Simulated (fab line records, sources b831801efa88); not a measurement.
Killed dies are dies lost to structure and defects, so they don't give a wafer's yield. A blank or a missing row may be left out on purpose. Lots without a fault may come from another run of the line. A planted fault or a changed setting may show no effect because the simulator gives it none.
Which tool did it? | flow sky130 | 13 lots, 39 wafers sampled, at 1 step of a route of 708

WHAT THE GAUGES READ, wafer by wafer
SKY_LI_CONTACT_CD_MEAS_12: target cd 170 nm.
lot  | measured     | on        | cd_nm (nm)
L917 | day 29 03:31 | cd_sem-02 | 170.3 171.6 172.1
L918 | day 29 06:46 | cd_sem-01 | 171.5 173.0 172.0
L919 | day 29 12:37 | cd_sem-01 | 169.4 170.0 170.9
L920 | day 29 22:19 | cd_sem-01 | 171.5 171.1 171.6
L922 | day 30 23:34 | cd_sem-01 | 169.1 169.0 168.5
L927 | day 32 13:08 | cd_sem-02 | 169.5 170.0 170.3
L928 | day 33 00:13 | cd_sem-01 | 169.2 169.5 168.7
L932 | day 33 23:33 | cd_sem-02 | 167.6 167.4 168.1
L934 | day 34 19:59 | cd_sem-02 | 170.8 171.8 170.5
L936 | day 35 10:35 | cd_sem-01 | 166.4 169.1 168.7
L937 | day 35 17:53 | cd_sem-01 | 168.9 169.4 170.0
L938 | day 35 19:49 | cd_sem-01 | 167.5 169.1 168.6
L939 | day 36 07:49 | cd_sem-02 | 168.2 167.8 168.4

WHICH TOOL RAN EACH LOT (tool, then ch and the chambers of the sampled wafers, then the start)
The record holds no process step before these readings.

WHAT THE TOOLS THEMSELVES READ (means of the sampled wafers that have a number; where no wafer has one, the mark that the record gives instead)
The record holds no such reading with a usual standard deviation.

THE ANSWER, worked out from the rows above alone
Rule: what is usual is taken from the lots themselves. Put in order of their means at a reading, lots are off if they are a third of the lots or fewer, leave a main group of 4 or more, and stand apart from it by a gap of 3 or more times the standard deviation of the main group's means; of several such gaps the widest counts. A main group whose means are all the same, to the digits that the tables above print for the reading, isn't used. A lot without any number at a reading at which 4 lots or more have one is off too. The other lots that the step has rows for count as sound. The gauges are gone through in route order, then the tools' own readings, and for those a lot's mean is taken as printed above. The first step at which some lot is off is used, and at that step the reading that is off furthest; a lot without a number counts as furthest.
No lot is off at any reading shown: from this, nothing can be told.

WHAT THE SIMULATOR HAD PUT IN
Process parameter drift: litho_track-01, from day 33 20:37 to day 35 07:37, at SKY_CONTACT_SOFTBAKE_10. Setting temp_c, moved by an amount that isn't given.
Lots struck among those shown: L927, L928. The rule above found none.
